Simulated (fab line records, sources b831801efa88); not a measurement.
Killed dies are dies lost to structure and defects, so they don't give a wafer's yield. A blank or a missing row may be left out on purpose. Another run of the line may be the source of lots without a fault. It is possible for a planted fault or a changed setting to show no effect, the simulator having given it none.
Struck lot and sound lot, side by side || flow sky130 || 16 steps out of a route of 708
Sound: these wafers, L192.3, L192.4, L192.6. The struck wafers were L202.1, L202.2, L202.3. The cause is named last.
Per side, at each step with rows, come the tool, then ch with its chambers, and then its first start. Under that, the readings that differ: sound wafers || struck wafers || difference of the means || sigmas: that difference in standard deviations of wafers without a fault.
alike: words and numbers the same on both sides, and readings whose means are apart by under 2 such deviations; not compared: readings that were withheld, readings missing a value for some wafer, numbers with overlapping values and no deviation given by the record, and bounds like >300 which may hide the same value.
The two part at a step that has a row with sigmas, a row that says differs or no value, or rows on one side only. Numbers that have no deviation but don't overlap get no sigmas and don't part them. A reading that every wafer of one side lacks parts them only if that side has two wafers or more.

first, 3 steps without rows for these wafers: SKY_METAL1_EXPOSE_12 (exposes mask MM1, target cd 140 nm); SKY_METAL1_PEB_13; SKY_METAL1_DEVELOP_14 (develop time 60 s).
SKY_METAL1_CD_MEAS_15: target cd 140 nm.
  struck on cd-sem-01, day 38 13:32; sound on cd-sem-01, day 35 18:11
  alike: cd-nm
SKY_METAL1_OVL_MEAS_16:
  struck on overlay-01, day 38 13:39; sound on overlay-01, day 35 18:16
  alike: METAL1_OVL
SKY_METAL1_DESCUM_17: chemistry O2, time 8 s.
  sound on rie-metal-01 ch 0,1, day 35 18:18; struck on rie-metal-02 ch 0,1, day 38 13:41
  alike: drypump-motor-current-A, oes-product-au
  not compared: rf-hours-counter-h
SKY_METAL1_ETCH_18: etches BARC in N2/H2, stops on SiO2, time 45.9 s, target depth 60 nm.
  sound on rie-metal-01 ch 0,1, day 35 18:21; struck on rie-metal-02 ch 0,1, day 38 13:43
  alike: drypump-motor-current-A, oes-product-au, throttle-valve-pct
  not compared: rf-hours-counter-h
SKY_METAL1_METAL_ETCH_19: etches the open film in Cl2/BCl3, stops on SiO2, target depth 360 nm, time 78 s.
  sound on rie-metal-01 ch 0,1, day 35 18:25; struck on rie-metal-02 ch 0,1, day 38 13:47
  alike: drypump-motor-current-A, oes-product-au, throttle-valve-pct
  not compared: rf-hours-counter-h
SKY_METAL1_STRIP_20: strips in O2/N2.
  sound on plasma-asher-03 ch 0,1, day 35 18:31; struck on plasma-asher-03 ch 0,1, day 38 13:52
  alike: drypump-motor-current-A, oes-product-au, strip-time-to-endpoint-s
  not compared: rf-hours-counter-h
then, 3 steps without rows for these wafers: SKY_METAL1_STRIP_21 (strips in post etch residue remover, time 1200 s); SKY_METAL1_CLEAN_22 (cleans in IPA, time 180 s); SKY_METAL1_CLEAN_23 (cleans in O3/DIW).
SKY_VIA1_HDPCVD_00: deposits SiO2, target thk 1030 nm, time 171.7 s.
  sound on hdpcvd-02 ch 0,1, day 35 19:05; struck on hdpcvd-02 ch 0,1,2, day 38 14:28
{"reading": "run-length-s (s)", "sound": "199.0 199.8 199.7", "struck": "190.9 190.1 191.6", "difference": -8.6, "sigmas": -13}
{"reading": "susceptor-temp-C (C)", "sound": "400.00 399.84 399.85", "struck": "- - -", "difference": "no value on the struck wafers", "sigmas": ""}
{"reading": "model.SiO2_of_VIA1_HDPCVD_00.thk-nm (nm)", "sound": "1024 1026 1023", "struck": "995.9 984.7 977.8", "difference": -38.2, "sigmas": ""}
SKY_VIA1_THK_MEAS_01:
  struck on film-metro-04, day 38 14:34; sound on film-metro-04, day 35 19:13
{"reading": "VIA1_HDPCVD_THK (nm)", "sound": "1023 1026 1023", "struck": "997 985 978", "difference": -37, "sigmas": -4}
SKY_VIA1_CMP_02: polishes SiO2.
  sound on cmp-01 ch 2,3, day 35 19:15; struck on cmp-02 ch 0,1,3, day 38 14:41
  alike: motor-current-A
next, for these wafers, 1 step has no rows: SKY_PAD_OPEN_PROBE_99.

WHERE THEY PART
First at SKY_VIA1_HDPCVD_00; last, within this record, at SKY_VIA1_THK_MEAS_01. Later steps at which nothing parts them and some readings are alike: SKY_VIA1_CMP_02.

WHY: whatever the simulator had introduced
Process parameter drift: hdpcvd-02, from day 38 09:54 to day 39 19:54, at SKY_VIA1_HDPCVD_00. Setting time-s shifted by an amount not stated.
